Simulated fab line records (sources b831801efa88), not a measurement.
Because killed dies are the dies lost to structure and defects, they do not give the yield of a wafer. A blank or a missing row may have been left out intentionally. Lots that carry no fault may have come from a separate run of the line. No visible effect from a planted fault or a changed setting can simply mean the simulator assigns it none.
fab line records -- flow sfqLine
[record] lots = 5, wafers = 15, lastDay = 87
route steps=325 shown I7@296
lots that met no fault: from a run of the same line without faults
startH: hours from the record's first day to the start of the lot's first wafer shown -- waitH: time in hours since the lot's previous step -- " the same as in the row above -- L1.1+2: a row that stands for several wafers -- - no value present, or no start provided -- * or withheld: withheld -- < > ~ a bound
route shown NAME@n: a module of which the file shows steps, and the number in the route of the first -- usual: average and standard deviation across the fault-free wafers -- same: alike in all rows -- chamber/n: place in a boat -- sites: per-site readings -- _std_site: the values' standard deviation -- _edge_site: the outer-site mean with the inner-site mean subtracted -- radiusMm: for every site, how far away it sits from the centre of the wafer -- mask NAME#n: copy n -- behind: the last tool/chamber to shape the wafer -- hold: what put the lot on hold/how long, in hours/how the hold closed -- device: the transistor (n, p or np) that didn't switch -- end of line: the route-end tests of the same wafers -- a step given without rows: its recipe and nothing more -- killed: dies that structure and defects cost at the first sort, which is not the same as the wafer's yield -- map: a wafer's dies, marking killed ones x, the rest . and places with no die _
set.NAME: the run value of the setting; set.NAME@STEP: its run value at that earlier step -- model.NAME: the simulator's own value behind a step, which no gauge read
lots at selected steps of the route; one table per step, one row per wafer
services: the hour from which a tool's chamber was out of use, counted from the record's first day as startH (under 0 if before that day), plus the number of hours and why
[[steps]]
[step SFQ_TRILAYER_I7_DEP_PECVD_183]
[recipe] material = SiO2, tempC = 150, timeS = 111.11, pressureTorr = 2.4, rfW = 183.3, precursor = SiH4/N2O, targetThkNm = 500
[usual] heaterPowerW = 97/17, susceptorTempC = 149.99/0.13, throttleValvePct = 25.5/1.1
[same] timeS = 111.11
lot.wafer,tool,chamber,startH,waitH,heaterPowerW,susceptorTempC,throttleValvePct
L548.2,pecvd-03,2,1830.51,0.0,113,150.15,25.6
L548.3,pecvd-03,0,1830.51,0.0,88,150.05,24.8
L548.4,pecvd-03,2,1830.51,0.0,116,150.07,25.9
L550.1,pecvd-03,0,1841.29,0.0,90,149.78,24.5
L550.3,pecvd-03,2,1841.29,0.0,104,149.95,25.6
L550.5,pecvd-03,2,1841.29,0.0,106,150.09,25.4
L551.1,pecvd-02,2,1906.84,0.0,92,150.13,26.2
L551.3,pecvd-02,0,1906.84,0.0,83,149.92,27.5
L551.5,pecvd-02,1,1906.84,0.0,97,150.10,24.9
L564.1,pecvd-04,2,1979.82,0.0,71,150.20,24.2
L564.5,pecvd-04,2,1979.82,0.0,73,150.33,24.2
L564.6,pecvd-04,0,1979.82,0.0,84,150.13,23.1
L567.1,pecvd-03,2,1990.44,0.0,112,149.98,25.5
L567.3,pecvd-03,1,1990.44,0.0,126,149.81,26.3
L567.4,pecvd-03,1,1990.44,0.0,126,149.74,26.1
[step SFQ_TRILAYER_I7_CMP_CMP_184]
[recipe] material = SiO2, downForcePsi = 3, platenRpm = 60, padVelocityMS = 0.94248
[usual] motorCurrentA = 9.9/1.5, retainingRingPressureFrac = 0.999/0.0047, slurryFilterDpKPa = 13.50/0.14, timeToEndpointS = 218/6.4
lot.wafer,tool,chamber,startH,waitH,motorCurrentA,retainingRingPressureFrac,slurryFilterDpKPa,timeToEndpointS
L548.3,cmp-02,3,1830.84,0.3,9.4,1.002,13.55,219
L548.4,cmp-02,1,1831.84,1.3,11.7,1.005,13.45,228
L548.2,cmp-02,2,1831.84,1.3,8.9,1.008,13.63,215
L550.3,cmp-02,2,1841.37,0.0,9.2,1.000,13.33,213
L550.1,cmp-02,3,1841.37,0.0,9.0,0.994,13.52,223
L550.5,cmp-02,2,1843.37,2.0,9.1,1.004,13.45,222
L551.3,cmp-01,3,1906.91,0.0,12.8,0.997,13.63,221
L551.1,cmp-01,1,1907.91,1.0,10.1,1.002,13.32,220
L551.5,cmp-01,0,1909.41,2.5,8.1,1.000,13.71,219
L564.1,cmp-02,1,1990.61,10.8,11.8,1.002,13.33,220
L564.5,cmp-02,2,1990.61,10.8,8.9,1.001,13.42,229
L564.6,cmp-02,3,1990.61,10.8,9.2,1.009,13.64,221
L567.3,cmp-02,2,2001.11,10.6,8.9,1.003,13.53,219
L567.4,cmp-02,3,2001.11,10.6,9.2,0.996,13.45,224
L567.1,cmp-02,0,2001.11,10.6,9.6,0.996,13.71,219
[step SFQ_I7_BOW_MEAS_946]
[recipe] mode = bow
[usual] I7_BOW = 3/12
lot.wafer,tool,chamber,startH,waitH,I7_BOW[um]
L548.2,filmMetro-03,-,1833.86,1.0,-8
L548.3,filmMetro-03,-,1833.86,1.0,-15
L548.4,filmMetro-03,-,1833.86,1.0,-22
L550.1,filmMetro-04,-,1844.37,2.0,27
L550.3,filmMetro-04,-,1844.37,2.0,17
L550.5,filmMetro-04,-,1844.37,2.0,9
L551.1,filmMetro-03,-,1909.91,1.5,6
L551.3,filmMetro-03,-,1909.91,1.5,-15
L551.5,filmMetro-03,-,1909.91,1.5,-7
L564.1,filmMetro-02,-,1992.11,1.0,2
L564.5,filmMetro-02,-,1992.11,1.0,-8
L564.6,filmMetro-02,-,1992.11,1.0,-7
L567.1,filmMetro-02,-,2004.11,1.5,-6
L567.3,filmMetro-02,-,2004.11,1.5,1
L567.4,filmMetro-02,-,2004.11,1.5,3
[step SFQ_TRILAYER_I7_METRO_MEASURE_185]
[usual] thkNm = 200.8/1
lot.wafer,tool,chamber,startH,waitH,thkNm
L548.2,filmMetro-03,-,1834.16,0.3,201.2
L548.3,filmMetro-03,-,1834.16,0.3,201.5
L548.4,filmMetro-03,-,1834.16,0.3,199.2
L550.1,filmMetro-04,-,1844.49,0.1,200.3
L550.3,filmMetro-04,-,1844.49,0.1,199.8
L550.5,filmMetro-04,-,1844.49,0.1,199.9
L551.1,filmMetro-03,-,1910.03,0.1,200.8
L551.3,filmMetro-03,-,1910.03,0.1,202.1
L551.5,filmMetro-03,-,1910.03,0.1,200.6
L564.1,filmMetro-02,-,1992.23,0.1,201.0
L564.5,filmMetro-02,-,1992.23,0.1,200.5
L564.6,filmMetro-02,-,1992.23,0.1,202.4
L567.1,filmMetro-02,-,2004.23,0.1,201.6
L567.3,filmMetro-02,-,2004.23,0.1,201.4
L567.4,filmMetro-02,-,2004.23,0.1,200.3
[step SFQ_TRILAYER_I7_VIA_LITHO_COAT_192]
[recipe] resist = BARC, spinRpm = 3000, resistThkNm = 62
[step SFQ_TRILAYER_I7_VIA_LITHO_COAT_187]
[recipe] resist = KrF, spinRpm = 3000, resistThkNm = 650
[step SFQ_TRILAYER_I7_VIA_LITHO_SOFTBAKE_191]
[recipe] tempC = withheld, timeS = withheld, resist = KrF
[step SFQ_TRILAYER_I7_VIA_LITHO_EXPOSE_188]
[recipe] maskId = I7, na = 0.6, sourceShape = conventional, sigmaOuter = 0.65, targetCdNm = 1000, doseMj = 21.3
[step SFQ_TRILAYER_I7_VIA_LITHO_PEB_190]
[recipe] pebTempC = 115, pebTimeS = 60, resist = KrF
[step SFQ_TRILAYER_I7_VIA_LITHO_DEVELOP_189]
[recipe] timeS = 60, resist = KrF
[step SFQ_I7_OVL_MEAS_947]
[usual] I7_OVL = 1/6.5
lot.wafer,tool,chamber,startH,waitH,I7_OVL[nm]
L548.2,overlay-01,-,1919.07,0.1,9
L548.3,overlay-01,-,1919.07,0.1,-1
L548.4,overlay-01,-,1919.07,0.1,9
L550.1,overlay-01,-,1933.47,0.1,-2
L550.3,overlay-01,-,1933.47,0.1,-8
L550.5,overlay-01,-,1933.47,0.1,-5
L551.1,overlay-02,-,1999.91,0.1,0
L551.3,overlay-02,-,1999.91,0.1,1
L551.5,overlay-02,-,1999.91,0.1,4
L564.1,overlay-01,-,2062.72,0.1,8
L564.5,overlay-01,-,2062.72,0.1,9
L564.6,overlay-01,-,2062.72,0.1,9
L567.1,overlay-02,-,2080.72,0.1,-12
L567.3,overlay-02,-,2080.72,0.1,-10
L567.4,overlay-02,-,2080.72,0.1,-3
[step SFQ_TRILAYER_I7_VIA_BARC_OPEN_VIA_ETCH_260]
[recipe] maskMaterial = PR, chemistry = O2, targetDepthNm = 125, target = BARC, sourceW = 500, biasW = 80, pressureMtorr = 30, timeS = 41.7
[usual] biasW = 80.05/0.24, drypumpMotorCurrentA = 5.6/0.3, oesProductAu = 0.686/0.0045
[same] timeS = 41.7
lot.wafer,tool,chamber,startH,waitH,biasW,drypumpMotorCurrentA,oesProductAu,rfHoursCounterH
L548.2,rieDiel-04,3,1919.10,0.0,80.03,5.4,0.686,4
L548.3,rieDiel-04,0,1919.10,0.0,80.35,5.3,0.683,4
L548.4,rieDiel-04,2,1919.10,0.0,80.38,5.6,0.688,0
L550.1,rieDiel-01,2,1933.50,0.0,80.45,6.0,0.687,8
L550.3,rieDiel-01,1,1933.50,0.0,80.25,5.8,0.688,10
L550.5,rieDiel-01,2,1933.50,0.0,80.19,6.0,0.692,-
L551.1,rieDiel-01,3,1999.95,0.0,79.78,5.2,0.682,6
L551.3,rieDiel-01,2,1999.95,0.0,80.32,6.0,0.684,8
L551.5,rieDiel-01,2,1999.95,0.0,79.77,6.0,0.684,-
L564.1,rieDiel-04,3,2062.76,0.0,80.11,5.4,0.680,6
L564.5,rieDiel-04,2,2062.76,0.0,79.45,5.6,0.691,-
L564.6,rieDiel-04,0,2062.76,0.0,80.15,5.3,0.681,-
L567.1,rieDiel-01,1,2080.76,0.0,79.99,5.9,0.682,12
L567.3,rieDiel-01,2,2080.76,0.0,80.16,6.0,0.685,10
L567.4,rieDiel-01,3,2080.76,0.0,80.34,5.2,0.683,-
[step SFQ_TRILAYER_I7_VIA_ETCH_VIA_ETCH_190]
[recipe] target = SiO2, stopOn = Nb, maskMaterial = PR, taperDeg = 20, chemistry = CHF3, targetDepthNm = 260, sourceW = 500, biasW = 80, pressureMtorr = 30, timeS = withheld
[usual] biasW = 80.01/0.24, drypumpMotorCurrentA = 5.6/0.3, oesProductAu = 0.856/0.0052
lot.wafer,tool,chamber,startH,waitH,biasW,drypumpMotorCurrentA,oesProductAu
L548.2,rieDiel-04,3,1919.14,0.0,79.64,5.4,0.866
L548.3,rieDiel-04,0,1919.14,0.0,80.00,5.3,0.857
L548.4,rieDiel-04,2,1919.14,0.0,80.28,5.6,0.849
L550.1,rieDiel-01,2,1933.54,0.0,80.27,6.0,0.855
L550.3,rieDiel-01,1,1933.54,0.0,80.24,5.8,0.848
L550.5,rieDiel-01,2,1933.54,0.0,80.06,6.0,0.853
L551.1,rieDiel-01,3,1999.99,0.0,80.11,5.2,0.853
L551.3,rieDiel-01,2,1999.99,0.0,80.13,6.0,0.856
L551.5,rieDiel-01,2,1999.99,0.0,79.78,6.0,0.855
L564.1,rieDiel-04,3,2062.80,0.0,80.22,5.4,0.859
L564.5,rieDiel-04,2,2062.80,0.0,77.58,5.6,0.857
L564.6,rieDiel-04,0,2062.80,0.0,79.89,5.3,0.857
L567.1,rieDiel-01,1,2080.80,0.0,79.90,5.8,0.856
L567.3,rieDiel-01,2,2080.80,0.0,79.65,6.1,0.857
L567.4,rieDiel-01,3,2080.80,0.0,80.53,5.2,0.851
[step SFQ_TRILAYER_I7_VIA_STRIP_STRIP_191]
[recipe] gas = O2, powerW = 200, platenTempC = 40, overashFraction = 0.65, chemistry = O2, pressureMtorr = 50
[usual] drypumpMotorCurrentA = 5.68/0.27, oesProductAu = 0.993/0.012
[same] overashFraction = 0.65
lot.wafer,tool,chamber,startH,waitH,drypumpMotorCurrentA,oesProductAu,rfHoursCounterH
L548.2,rieMetal-04,1,1919.45,-,5.84,0.996,-
L548.3,rieMetal-04,1,1919.45,-,5.84,1.003,-
L548.4,rieMetal-04,1,1919.45,-,5.84,0.998,-
L550.1,rieMetal-03,0,1933.65,-,5.93,0.971,81
L550.3,rieMetal-03,0,1933.65,-,5.93,0.986,-
L550.5,rieMetal-03,0,1933.65,-,5.92,0.969,-
L551.1,rieMetal-03,1,2000.10,-,5.94,0.997,3
L551.3,rieMetal-03,1,2000.10,-,5.93,0.995,-
L551.5,rieMetal-03,0,2000.10,-,5.95,0.986,-
L564.1,rieMetal-02,0,2062.91,-,5.66,1.008,19
L564.5,rieMetal-02,0,2062.91,-,5.65,0.993,-
L564.6,rieMetal-02,1,2062.91,-,5.72,0.970,-
L567.1,rieMetal-02,0,2080.91,-,5.66,1.005,20
L567.3,rieMetal-02,0,2080.91,-,5.68,1.010,-
L567.4,rieMetal-02,1,2080.91,-,5.74,0.987,-
[[services]]
tool,chamber,startH,hours,kind
rieDiel-01,-,1807.19,15.6,pm
filmMetro-02,-,1819.08,0.7,pm
rieDiel-04,3,1849.04,14.0,repair
cmp-02,-,1885.38,0.3,repair
cmp-02,-,1889.40,0.7,repair
rieDiel-04,0,1896.11,1.3,repair
rieDiel-01,1,1900.79,4.1,repair
rieDiel-01,-,1912.22,0.2,repair
rieDiel-01,1,1919.80,9.3,repair
rieDiel-01,3,1927.79,6.2,repair
cmp-02,-,1949.72,0.9,repair
pecvd-03,-,1962.18,1.2,repair
pecvd-03,-,1984.82,0.5,repair
pecvd-03,0,1995.01,10.5,repair
rieDiel-04,1,2008.34,16.7,repair
rieDiel-04,-,2013.14,1.5,repair
cmp-02,-,2017.92,15.5,repair
pecvd-03,1,2031.29,1.7,repair
pecvd-03,1,2051.04,7.1,repair
pecvd-03,-,2055.75,14.0,pm
rieDiel-04,1,2058.55,6.9,repair
rieDiel-01,2,2069.91,9.1,repair
cmp-02,-,2070.15,4.8,pm
rieDiel-04,2,2074.15,9.2,repair
[[key]]
[firstSign] step = SFQ_TRILAYER_I7_VIA_ETCH_VIA_ETCH_190, reading = biasW, direction = down, sigmas = 10, usual = 80.01, struck = 77.58
effect none on later readings
metAt SFQ_TRILAYER_I7_VIA_ETCH_VIA_ETCH_190
struckWafers L564.5
onsetBetween 1919.14 2062.80
[fault] kind = processParameterDrift, tool = rieDiel-04, chamber = 2, onsetH = 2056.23, steps = SFQ_TRILAYER_I7_VIA_ETCH_VIA_ETCH_190, channel = biasW, offset = -2.5114, shape = step, endH = 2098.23, actsIn = theseRecipesOnly, stated = 80
